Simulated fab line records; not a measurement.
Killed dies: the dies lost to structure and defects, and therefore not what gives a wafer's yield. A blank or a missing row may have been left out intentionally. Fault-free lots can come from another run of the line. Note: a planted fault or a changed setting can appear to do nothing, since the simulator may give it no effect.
The tool behind it: which one?	flow gf180mcu	18 wafers sampled from 6 lots at 1 step of a route of 602

WHAT THE GAUGES SHOWED, per wafer
GF_CONTACT_BOW_MEAS_05.
lot	measured	on	CONTACT_BOW (um)
L978	day 17 11:14	film-metro-03	77 74 70
L981	day 18 11:13	film-metro-04	59 62 73
L985	day 19 20:13	film-metro-04	72 63 76
L990	day 21 06:53	film-metro-01	61 57 56
L992	day 22 02:20	film-metro-04	57 62 66
L996	day 23 07:13	film-metro-01	78 67 77

WHAT TOOL EACH LOT RAN ON (gives the tool, then ch and the chambers of the sampled wafers, and finally the start)
Record: no process step prior to these readings.

THE ANSWER, worked out from the rows above alone
Rule: the usual values come from the lots themselves. Put in order of their means at a reading, lots are off if they are a third of the lots or fewer, leave a main group of 4 or more, and stand apart from it by a gap of 3 or more times the standard deviation of the main group's means; of several such gaps the widest counts. The tables above print the reading to a certain number of digits; a main group whose means all agree to those digits is not used. A lot without any number at a reading at which 4 lots or more have one is off too. Where the step has rows for the other lots, those lots are counted as sound.
Across all readings shown, no lot is off: no conclusion can be drawn from this.

WHAT THE SIMULATOR PUT IN
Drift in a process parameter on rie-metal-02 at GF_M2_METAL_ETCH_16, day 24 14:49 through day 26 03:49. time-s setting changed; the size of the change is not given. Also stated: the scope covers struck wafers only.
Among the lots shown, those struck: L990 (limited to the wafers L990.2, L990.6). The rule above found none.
